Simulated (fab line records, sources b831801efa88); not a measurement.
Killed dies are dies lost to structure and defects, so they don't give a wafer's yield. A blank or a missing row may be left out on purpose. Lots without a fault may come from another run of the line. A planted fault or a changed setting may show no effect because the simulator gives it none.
Problem report in the 8D (eight disciplines) form, filled by code | flow gf180mcu | the parts of the form that need people (team, actions taken, sign-off) are left out

1. THE PROBLEM
chamber_pressure_mTorr at GF_M1_STRIP_17 reads a mean of 1800.0 mTorr on 6 wafers of 2 lots; wafers without a fault read 1500.0 mTorr with a standard deviation of 1.4. That is +99 or more standard deviations from the usual mean.
The step: strips in O2/N2.
First seen on wafer L115.1, day 21 07:55, on plasma_asher-03. The record holds 39 wafers of 13 lots with a number at this step. Rule for "out", or "out of limits": more than 4 standard deviations from the usual mean. The other wafers with a number count as sound.

2. WHAT IT IS AND WHAT IT IS NOT
question                    | is                                               | is not
which readings at this step | chamber_pressure_mTorr, strip_time_to_endpoint_s | drypump_motor_current_A, heater_power_w
which lots                  | L115, L116                                       | L107, L108, L109, L110, L112, L113, L114, L125, L126, L127, L128
which wafers of those lots  | all that have a number                           | -
read on which tools         | plasma_asher-03                                  | plasma_asher-01, plasma_asher-04
when                        | from day 21 07:55                                | up to then (21 sound wafers); but 12 sound wafers of L125, L126, L127, L128 came after

3. SUSPECTS, AND WHAT RULES EACH OUT
Counting: a tool at a process step up to the reading stays a suspect if it ran every lot that is out and no sound lot after the first of them.
- plasma_asher-03 at GF_M1_STRIP_17 (strips in O2/N2): kept. It ran every lot that is out, first L115 (day 21 07:55), and no sound lot after that; its last sound lot up to then is L113 (day 20 13:03). Its own readings are out on those wafers: chamber_pressure_mTorr, strip_time_to_endpoint_s.
Left after counting: plasma_asher-03 at GF_M1_STRIP_17.

4. THE CAUSE (what the simulator had put in)
Process parameter drift: plasma_asher-03, from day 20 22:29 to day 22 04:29, at GF_M1_STRIP_17. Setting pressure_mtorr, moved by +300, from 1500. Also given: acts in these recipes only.
Counting left only this tool.

5. THE CHAIN OF EFFECTS, in route order
Each row: a reading whose mean over the struck wafers that have a number lies more than 3 standard deviations from the usual. Only readings for which the record gives a usual standard deviation are gone through. hours: the time from each lot's start at the first step in this table that gives one to its start at this step, as a median over the lots. sigmas: the change in usual standard deviations.
hours | step           | reading                  | usual        | on struck wafers | change | sigmas
0     | GF_M1_STRIP_17 | chamber_pressure_mTorr   | 1500.0 mTorr | 1800.0           | +300.0 | +99 or more
0     | GF_M1_STRIP_17 | strip_time_to_endpoint_s | 7.86 s       | 7.56             | -0.30  | -6.4
The process steps in it:
- GF_M1_STRIP_17: strips in O2/N2.
Later measuring or inspecting steps at which every struck wafer that the step has a row for has a number for every such reading, and none has moved that far: GF_M2_THK_MEAS_06.

6. WHAT WOULD HAVE CAUGHT IT SOONER
In this record the first reading out of limits was taken at day 21 07:55, 9 hours after the fault began at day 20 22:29.
